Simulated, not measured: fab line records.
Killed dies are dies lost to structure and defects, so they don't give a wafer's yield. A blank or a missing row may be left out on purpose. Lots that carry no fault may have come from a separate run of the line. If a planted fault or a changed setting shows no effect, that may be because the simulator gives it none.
2 desks looking at one fault	flow sky130	only its own numbers are on each desk; what lay behind them is given at the end

== FOR THE TOOL OWNER'S DESK: wet bench-03 ==
The tool's own readings at SKY_FIELD_ISO_WET_ETCH_28 (etches SiO2 in dHF, target depth 23.7 nm, time 47 s): means of the sampled wafers that have a number, for each lot that ran on this tool. The brackets show how far a lot's mean lies from the usual mean; more than 4 standard deviations puts the lot out of limits, marked OUT.
Columns: A = run length s at SKY_FIELD_ISO_WET_ETCH_28, usual 77 s
lot	first seen here	A
L718	day 2 10:31	81
L728	day 4 14:59	104 (+7.9) OUT
L729	day 4 20:52	105 (+8.2) OUT
This desk finds L728, L729 out of limits, L728 being first, at day 4 14:59 (run length s at SKY_FIELD_ISO_WET_ETCH_28). L718: within limits.

== THE METROLOGY DESK ==
What the gauges read, lot by lot, whatever tool the lot ran on: means of the sampled wafers that have a number. The brackets show how far a lot's mean lies from the usual mean; more than 4 standard deviations puts the lot out of limits, marked OUT.
Columns: A = FIELD_ISO_OXIDATION_01_THK at SKY_FIELD_ISO_THK_MEAS_23, usual 10.07 nm; B = FIELD_ISO_CVD_24_THK at SKY_FIELD_ISO_THK_MEAS_25, usual 593 nm; C = NWELL_OXIDATION_THK at SKY_NWELL_THK_MEAS_02, usual 10.07 nm; D = DNWELL_TW at SKY_DNWELL_TW_MEAS_09, usual 1107; E = PWDE_OVL at SKY_PWDE_OVL_MEAS_07, usual 0.0 nm; F = PWDE_TW at SKY_PWDE_TW_MEAS_10, usual 371
lot	first seen here	A	B	C	D	E	F
L718	day 2 08:33	9.88	584	10.27	1103	1.9	368
L719	day 2 15:23	10.30	590	10.22	1092	-0.4	365
L728	day 4 12:59	10.08	602	10.14	1099	0.9	375
L729	day 4 18:53	10.30	587	10.36	1087	0.8	376
L733	day 5 18:29	10.20	594	10.01	1117	0.3	370
L735	day 6 01:56	9.96	585	10.18	1117	0.6	374
This desk's finding: nothing out of limits on any of the 6 lots.

== BROUGHT TOGETHER ==
An alarm could have come from the tool owner's desk at day 4 14:59, on L728, L729.
From the metrology desk's view, nothing was out of limits.
The metrology desk has L728, L729 on record, within its limits.
All the named lots went through SKY_FIELD_ISO_WET_ETCH_28 on wet bench-03.

== WHAT THE SIMULATOR HAD INSERTED ==
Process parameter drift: wet bench-03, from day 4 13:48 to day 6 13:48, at SKY_FIELD_ISO_WET_ETCH_28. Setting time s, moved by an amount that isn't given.
Shown lots that were struck: L728, L729.
How many hours passed from the start of the fault until each desk's first out-of-limits reading: the tool owner's desk, 1.
